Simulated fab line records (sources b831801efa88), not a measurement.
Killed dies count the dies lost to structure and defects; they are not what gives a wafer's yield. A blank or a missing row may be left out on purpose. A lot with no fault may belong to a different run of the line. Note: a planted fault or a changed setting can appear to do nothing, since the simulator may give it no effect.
Chamber matching	flow sfq-line	cmp-02 running SFQ_TRILAYER_I6_CMP_CMP_166: 4 sister chambers
The step polishes SiO2. 18 wafers are shown with their chamber, then 9 later ones without.

## EACH WAFER AND ITS CHAMBER
wafer	chamber	motor-current-A (A)	time-to-endpoint-s (s)
L754.2	1	8.8	211
L754.3	0	9.9	212
L754.5	1	9.0	211
L755.2	2	10.8	224
L755.4	1	8.8	206
L755.6	0	10.0	230
L756.3	0	9.5	204
L756.1	2	10.3	223
L756.6	0	10.4	210
L758.1	1	9.5	190
L758.3	2	11.2	217
L758.5	2	9.7	210
L760.3	3	11.3	203
L760.2	2	10.6	214
L760.5	0	9.8	217
L761.2	1	8.6	202
L761.1	0	10.0	212
L761.6	1	9.3	218

SIGNATURES (averages over the wafers above)
reading	chamber 0	chamber 1	chamber 2	chamber 3	scatter within a chamber
motor-current-A	9.933	9.000	10.520	11.300	0.404
time-to-endpoint-s	214.17	206.33	217.60	203.00	8.43
Rule: distance of a wafer from a chamber = root of the sum over the readings of ((wafer's reading minus chamber's mean) / reading's scatter) squared. If the next closest chamber is less than 2 further off than the closest, the wafer can't be placed; otherwise it belongs to the closest. The scatter is the square root of a quotient: the sum, over the shown wafers, of each reading's squared deviation from its chamber's mean, divided by wafers minus chambers.

## WAFERS WHOSE CHAMBER IS MISSING
wafer	motor-current-A (A)	time-to-endpoint-s (s)
L763.1	8.9	205
L763.6	9.4	183
L768.1	9.8	212
L776.4	10.3	238
L776.5	11.6	225
L776.6	9.4	231
L777.2	9.9	226
L777.5	11.4	219
L777.6	9.1	222

## WHICH CHAMBER EACH WENT THROUGH
wafer	from the rows above	in truth
L763.1	1	1
L763.6	can't be placed: 1 or 0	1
L768.1	can't be placed: 0 or 2 or 1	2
L776.4	can't be placed: 2 or 0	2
L776.5	can't be placed: 3 or 2 or 0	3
L776.6	can't be placed: 0 or 1 or 2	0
L777.2	can't be placed: 0 or 2 or 1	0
L777.5	can't be placed: 3 or 2 or 0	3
L777.6	can't be placed: 1 or 0 or 2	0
Correct placement for 1 of the 9. Can't be placed from these rows: 8 (the true chamber is among the candidates in 8). Placed wrongly: 0.
